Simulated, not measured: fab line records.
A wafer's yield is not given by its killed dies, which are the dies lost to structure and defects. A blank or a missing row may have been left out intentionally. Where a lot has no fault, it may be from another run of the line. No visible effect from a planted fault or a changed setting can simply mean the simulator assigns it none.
Matching of chambers :: flow sfqLine :: 3 sister chambers for SFQ_TRILAYER_A5B_DEP_PECVD_129 on pecvd-02
The step deposits SiO2 from SiH4/N2O, time 133.33 s, target thk 600 nm. 3 wafers are shown with their chamber, then 9 later ones without.

## EACH WAFER AND ITS CHAMBER
wafer: L931.5
chamber: 2
heaterPowerW (W): 62

wafer: L934.1
chamber: 0
heaterPowerW (W): 90

wafer: L934.5
chamber: 1
heaterPowerW (W): 50

## WAFERS WHOSE CHAMBER IS MISSING
wafer: L935.3
heaterPowerW (W): 60

wafer: L935.5
heaterPowerW (W): 69

wafer: L935.6
heaterPowerW (W): 62

wafer: L936.1
heaterPowerW (W): 62

wafer: L936.4
heaterPowerW (W): 65

wafer: L936.6
heaterPowerW (W): 65

wafer: L938.2
heaterPowerW (W): 66

wafer: L938.4
heaterPowerW (W): 63

wafer: L938.5
heaterPowerW (W): 86

## THE CHAMBER EACH PASSED THROUGH
wafer: L935.3
from the rows above: 2
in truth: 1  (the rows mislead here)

wafer: L935.5
from the rows above: 2
in truth: 2

wafer: L935.6
from the rows above: 2
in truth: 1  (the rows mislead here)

wafer: L936.1
from the rows above: 2
in truth: 2

wafer: L936.4
from the rows above: 2
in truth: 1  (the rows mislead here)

wafer: L936.6
from the rows above: 2
in truth: 2

wafer: L938.2
from the rows above: 2
in truth: 2

wafer: L938.4
from the rows above: 2
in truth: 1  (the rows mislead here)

wafer: L938.5
from the rows above: 0
in truth: 0
Correctly placed: 5 of 9. Left unplaced by these rows: 0. Number placed wrongly: 4.
How it was worked out, from the rows above alone: a wafer's distance from a chamber is the root of the sum, over the readings, of the square of ((its reading less the chamber's mean) divided by the reading's scatter). If the next closest chamber is less than 2 further off than the closest, the wafer can't be placed; otherwise it belongs to the closest. For every chamber, the mean is computed from those of its wafers that are shown. The scatter: root of mean squared gap, hidden wafer to nearest shown wafer, with one shown wafer a chamber.
